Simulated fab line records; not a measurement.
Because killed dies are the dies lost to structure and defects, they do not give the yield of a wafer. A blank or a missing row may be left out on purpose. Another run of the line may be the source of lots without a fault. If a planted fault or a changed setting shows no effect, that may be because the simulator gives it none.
What tool caused it? ; flow sky130 ; 6 lots, 18 wafers sampled, at 3 steps of a route of 708

== WHAT THE GAUGES READ, wafer by wafer ==
SKY_CAPM_RS_MEAS_03: measurement is done with a four-point probe.
lot;measured;on;CAPM_TIN_RS (ohm/sq)
L963;day 37 14:26;film_metro-03;6.99 6.89 7.01
L965;day 38 05:44;film_metro-03;7.05 6.95 6.97
L969;day 39 08:43;film_metro-04;6.97 6.92 6.96
L972;day 40 04:30;film_metro-02;6.89 6.91 6.94
L974;day 40 18:16;film_metro-02;6.88 6.90 6.99
L978;day 41 14:11;film_metro-02;6.95 6.85 6.98

== WHAT TOOL EACH LOT RAN ON (gives the tool, then ch and the chambers of the sampled wafers, and finally the start) ==
lot;SKY_LI_CONTACT_DEVELOP_11;SKY_METAL3_SPUTTER_01
L963;litho_track-02 ch 0, day 30 10:00;pvd_sputter-03, day 37 14:05
L965;litho_track-02 ch 0, day 31 02:00;pvd_sputter-02, day 38 05:25
L969;litho_track-03 ch 0, day 32 09:00;pvd_sputter-02, day 39 08:22
L972;litho_track-03 ch 0, day 33 05:00;pvd_sputter-03, day 40 04:10
L974;litho_track-04 ch 0, day 33 20:00;pvd_sputter-03, day 40 17:57
L978;litho_track-03 ch 0, day 34 16:00;pvd_sputter-02, day 41 13:52
- SKY_LI_CONTACT_DEVELOP_11: develop time 60.92 s.
- SKY_METAL3_SPUTTER_01: material TiN, target thk 20 nm, time 16.7 s.

== THE ANSWER, worked out from the rows above alone ==
Rule: what is usual is taken from the lots themselves. Put in order of their means at a reading, lots are off if they are a third of the lots or fewer, leave a main group of 4 or more, and stand apart from it by a gap of 3 or more times the standard deviation of the main group's means; of several such gaps the widest counts. Not used: any main group whose means are identical at the precision the tables above print for the reading. A lot without any number at a reading at which 4 lots or more have one is off too. All remaining lots with rows at the step are treated as sound.
No lot is off at any reading shown: from this, nothing can be told.

== WHAT WAS PUT IN BY THE SIMULATOR ==
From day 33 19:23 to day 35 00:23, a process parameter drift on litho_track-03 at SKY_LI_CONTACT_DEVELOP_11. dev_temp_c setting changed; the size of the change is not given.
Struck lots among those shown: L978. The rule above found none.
